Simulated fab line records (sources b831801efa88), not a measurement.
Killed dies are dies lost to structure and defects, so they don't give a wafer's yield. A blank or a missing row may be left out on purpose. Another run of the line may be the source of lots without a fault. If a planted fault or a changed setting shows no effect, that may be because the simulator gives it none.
One fault through the eyes of 2 desks + flow gf180mcu + each desk holds nothing but its own numbers, with what lay behind them at the end

## FOR THE TOOL OWNER'S DESK: plasma_asher-03
The tool's own readings at GF_M1_STRIP_17 (strips in O2/N2): means of the sampled wafers that have a number, for each lot that ran on this tool. If a lot's mean is further than 4 standard deviations from the usual mean, the lot is out of limits and carries the mark OUT (the distance appears in the brackets).
Columns: A = drypump_motor_current_A at GF_M1_STRIP_17, usual 6.0 A; B = heater_power_w at GF_M1_STRIP_17, usual 334 W; C = oes_product_au at GF_M1_STRIP_17, usual 0.539 a.u.; D = strip_time_to_endpoint_s at GF_M1_STRIP_17, usual 7.41 s
| lot  | first seen here | A   | B   | C     | D    |
|------|-----------------|-----|-----|-------|------|
| L959 | day 19 12:25    | 5.9 | 321 | 0.533 | 7.38 |
| L962 | day 20 09:54    | 5.8 | 328 | 0.546 | 7.49 |
| L963 | day 20 21:50    | 5.8 | 331 | 0.539 | 7.51 |
| L964 | day 21 02:46    | 5.8 | 331 | 0.539 | 7.34 |
| L969 | day 22 19:46    | 5.9 | 319 | 0.547 | 7.46 |
| L970 | day 23 07:32    | 5.9 | 319 | 0.540 | 7.33 |
This desk's finding: nothing out of limits on any of the 6 lots.

## FROM THE METROLOGY DESK
What the gauges read for every lot (on any tool): the sampled wafers with a number, averaged. If a lot's mean is further than 4 standard deviations from the usual mean, the lot is out of limits and carries the mark OUT (the distance appears in the brackets).
Columns: A = TOP_METAL_ALCU_THK at GF_TOP_METAL_THK_MEAS_06, usual 899 nm; B = cd_nm at GF_TOP_METAL_CD_MEAS_14, usual 439.4 nm
| lot  | first seen here | A   | B     |
|------|-----------------|-----|-------|
| L953 | day 27 12:31    | 879 | 435.2 |
| L955 | day 28 07:04    | 873 | 441.3 |
| L956 | day 28 11:02    | 886 | 438.2 |
| L957 | day 28 17:02    | 921 | 436.6 |
| L958 | day 28 19:34    | 907 | 438.7 |
| L959 | day 29 08:41    | 880 | 440.4 |
| L960 | day 29 21:22    | 902 | 437.6 |
| L962 | day 29 23:38    | 902 | 439.2 |
| L963 | day 30 09:59    | 889 | 437.5 |
| L964 | day 30 13:19    | 896 | 439.0 |
| L969 | day 31 19:32    | 936 | 434.4 |
| L970 | day 32 07:04    | 898 | 438.5 |
| L975 | day 33 14:58    | 895 | 438.1 |
This desk's finding: nothing out of limits on any of the 13 lots.

## BROUGHT TOGETHER
The desk of the tool owner found nothing out of limits.
The metrology desk saw nothing out of limits.

## WHAT THE SIMULATOR PUT IN
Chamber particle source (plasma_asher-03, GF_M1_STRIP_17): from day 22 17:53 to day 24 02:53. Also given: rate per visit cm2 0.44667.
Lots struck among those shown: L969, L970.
